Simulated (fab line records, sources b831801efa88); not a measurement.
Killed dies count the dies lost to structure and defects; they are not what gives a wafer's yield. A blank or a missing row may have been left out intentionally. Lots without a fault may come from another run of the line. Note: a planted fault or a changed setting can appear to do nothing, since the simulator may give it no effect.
Split-lot trial | flow sfq-line | 23 wafers read across 5 lots, on a route 325 steps long

== SPLIT DETAILS ==
At SFQ_TRILAYER_M4_LITHO_PEB_096 (peb time 60 s), the setting peb-time-s was moved away from the recipe's 60 s on 10 of the 23 wafers read, by -7.1% to +9.2%. This setting was run at the recipe's value on the other wafers.

== FROM THE SPLIT TO THE READING: what the file shows between them, 2 steps ==
- SFQ_TRILAYER_M4_LITHO_DEVELOP_095: time 60 s
- SFQ_TRILAYER_M4_BARC_OPEN_METAL_ETCH_123: etches BARC in O2, target depth 125 nm, time 41.7 s

== THE READING ==
M4.cd-nm (the simulator's own value, which no gauge read), in nm, at SFQ_TRILAYER_M4_ETCH_METAL_ETCH_096 (etches Nb in Cl2/Ar, stops on SiO2, target depth 240 nm, time 120 s). The file gives no usual value for it. Across the 13 wafers here that went through the recipe, the average is 499.0 nm and the standard deviation 1.1 nm.

wafer  | tool, chamber at the split | peb-time-s as run, s | against the recipe | M4.cd-nm, nm | against lot-mates on the recipe
L075.1 | litho-track-02, 0          | 55.76                | -7.1%              | 509          | +9.1
L075.2 | litho-track-02, 0          | 55.76                | -7.1%              | 510.3        | +10.4
L075.3 | litho-track-02, 0          | 60                   | recipe             | 498.9        | -
L075.5 | litho-track-02, 0          | 60                   | recipe             | 498.9        | -
L075.6 | litho-track-02, 0          | 60                   | recipe             | 501.9        | -
L080.1 | litho-track-04, 0          | 60                   | recipe             | 498.9        | -
L080.3 | litho-track-04, 0          | 64.29                | +7.2%              | 491.8        | -6.7
L080.4 | litho-track-04, 0          | 60                   | recipe             | 497.4        | -
L080.5 | litho-track-04, 0          | 64.29                | +7.2%              | 491.4        | -7.1
L080.6 | litho-track-04, 0          | 60                   | recipe             | 499.2        | -
L082.1 | litho-track-04, 0          | 60                   | recipe             | 497.6        | -
L082.2 | litho-track-04, 0          | 56.14                | -6.4%              | 507.5        | +9.4
L082.4 | litho-track-04, 0          | 56.14                | -6.4%              | 507.4        | +9.2
L082.6 | litho-track-04, 0          | 56.14                | -6.4%              | 507.4        | +9.2
L082.5 | litho-track-04, 0          | 60                   | recipe             | 498.7        | -
L084.1 | litho-track-02, 0          | 60                   | recipe             | 499.8        | -
L084.2 | litho-track-02, 0          | 65.51                | +9.2%              | 487.3        | -11.4
L084.4 | litho-track-02, 0          | 65.51                | +9.2%              | 487.6        | -11.1
L084.5 | litho-track-02, 0          | 65.51                | +9.2%              | 486.7        | -12.1
L084.6 | litho-track-02, 0          | 60                   | recipe             | 497.7        | -
L085.2 | litho-track-04, 0          | 60                   | recipe             | 499.2        | -
L085.3 | litho-track-04, 0          | 60                   | recipe             | 499.8        | -
L085.4 | litho-track-04, 0          | 60                   | recipe             | 499.6        | -

FIT RESULTS
A straight line over all 23 wafers: M4.cd-nm changes by -1.29 nm for each +1% of peb-time-s; r = -0.99; the points scatter about the line by 1.1 nm.
The same after taking each lot's own level away (the mean of its wafers on the recipe; 23 wafers): -1.27 nm for each +1%; r = -0.99; scatter 1 nm.
The reading moves by 12 nm for the largest change in peb-time-s, on that fit.
The lots' own levels span 498.15 to 499.90 nm, that is 1.6 times the standard deviation above.
The two slopes are in agreement: the lot-to-lot level therefore moves the slope only a little.
Check: -11.2 nm against its lot-mates is what the line predicts for one of the wafers moved furthest among these (+9.2%) when that wafer is left out of the fit. It came out at -11.4 nm against them.

== THE OTHER SPLITS THESE WAFERS WENT THROUGH ==
These wafers also went through other splits before the reading. Each is held against what the fit with the lots' levels taken away leaves over:
other split on the same wafers                            | wafers away from the commonest value | r with M4.cd-nm (lot level and that fit taken away)
SFQ_TRILAYER_I1_VIA_BARC_OPEN_VIA_ETCH_071 time-s         | 7                                    | -0.49
SFQ_TRILAYER_M2_LITHO_COAT_057 spin-rpm                   | 9                                    | +0.21
SFQ_TRILAYER_M2_LITHO_EXPOSE_058 dose-mj                  | 4                                    | +0.39
SFQ_TRILAYER_I2_DEP_PECVD_063 time-s                      | 9                                    | +0.09
SFQ_TRILAYER_I2_VIA_LITHO_COAT_067 resist-thk-nm          | 7                                    | +0.24
SFQ_TRILAYER_I2_VIA_BARC_OPEN_VIA_ETCH_096 pressure-mtorr | 15                                   | +0.12
SFQ_TRILAYER_M3_BARC_OPEN_METAL_ETCH_100 icp-w            | 8                                    | -0.44
SFQ_TRILAYER_I3_VIA_LITHO_PEB_088 peb-time-s              | 12                                   | +0.06
SFQ_TRILAYER_I3_VIA_BARC_OPEN_VIA_ETCH_121 bias-w         | 6                                    | -0.07
SFQ_TRILAYER_M4_LITHO_COAT_098 resist-thk-nm              | 5                                    | +0.13

== THE WHOLE CHAIN: every reading that the file lists as answering this split, in the file's order ==
step                                     | what it does                                                        | reading                                                   | change (the file's fit)              | r (the file's)
SFQ_TRILAYER_M4_BARC_OPEN_METAL_ETCH_123 | etches BARC in O2, target depth 125 nm, time 41.7 s                 | M4.cd-nm (the simulator's own value, which no gauge read) | -1.37 nm for each +1% of the setting | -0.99
SFQ_TRILAYER_M4_ETCH_METAL_ETCH_096      | etches Nb in Cl2/Ar, stops on SiO2, target depth 240 nm, time 120 s | M4.cd-nm (the simulator's own value, which no gauge read) | -1.25 nm for each +1% of the setting | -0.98

== THE FILE'S OWN FIT ==
M4.cd-nm changes by -1.25 nm for each +1% of peb-time-s, r = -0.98.
